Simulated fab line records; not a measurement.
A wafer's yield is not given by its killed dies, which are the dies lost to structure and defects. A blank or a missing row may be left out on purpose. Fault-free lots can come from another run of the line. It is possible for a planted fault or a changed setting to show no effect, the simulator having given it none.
Which of the tools did it? + flow sky130 + 6 lots, 18 wafers sampled, at 2 steps of a route of 708

== WHAT EACH GAUGE READ, for each wafer ==
SKY_SONOS_TUNNEL_CD_MEAS_07: target cd 410 nm.
| lot  | measured     | on        | cd nm (nm)        |
|------|--------------|-----------|-------------------|
| L474 | day 11 23:25 | cd sem-01 | 408.7 409.9 407.9 |
| L476 | day 12 13:46 | cd sem-01 | 410.0 406.9 408.9 |
| L479 | day 13 11:52 | cd sem-01 | 411.2 412.6 411.7 |
| L481 | day 14 05:59 | cd sem-01 | 410.7 411.7 410.0 |
| L490 | day 17 12:08 | cd sem-01 | 442.8 443.8 443.1 |
| L492 | day 18 01:31 | cd sem-01 | 412.1 409.7 409.3 |

== WHICH TOOL RAN EACH LOT (tool, then ch and the chambers of the sampled wafers, then the start) ==
| lot  | SKY_SONOS_TUNNEL_COAT_02          |
|------|-----------------------------------|
| L474 | litho track-04 ch 0, day 11 11:19 |
| L476 | litho track-01 ch 0, day 12 01:14 |
| L479 | litho track-04 ch 0, day 12 23:01 |
| L481 | litho track-02 ch 0, day 13 17:22 |
| L490 | litho track-04 ch 0, day 16 21:14 |
| L492 | litho track-02 ch 0, day 17 10:16 |
- SKY_SONOS_TUNNEL_COAT_02: resist thk 1140 nm.

== THE ANSWER, worked out from the rows above alone ==
Rule: what is usual is taken from the lots themselves. The widest of any qualifying gaps counts: lots, ordered by their means at a reading, are off when they make up no more than a third of the lots, leave a main group of 4 or more, and stand apart from it by 3 or more times the standard deviation of that group's means. The tables above print the reading to a certain number of digits; a main group whose means all agree to those digits is not used. A lot without any number at a reading at which 4 lots or more have one is off too. Any other lot the step has rows for is counted as sound.
Off: L490, at SKY_SONOS_TUNNEL_CD_MEAS_07 (cd nm). Main group: mean 410.1 nm, sd 1.2.
A tool fits if, at a process step before that reading, it ran every lot that is off, and no sound lot after the first of them. The gauges at SKY_SONOS_TUNNEL_CD_MEAS_07 are tried like those tools. One fits: litho track-04 at SKY_SONOS_TUNNEL_COAT_02. Its last sound lot is L479 (day 12 23:01), its first lot that is off L490 (day 16 21:14): a fault that began between those two fits.

== WHAT HAD BEEN PUT IN BY THE SIMULATOR ==
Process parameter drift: litho track-04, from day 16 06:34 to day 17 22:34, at SKY_SONOS_TUNNEL_COAT_02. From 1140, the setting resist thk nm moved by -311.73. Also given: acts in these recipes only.
Struck lots among those shown: L490. The rule above found the same.
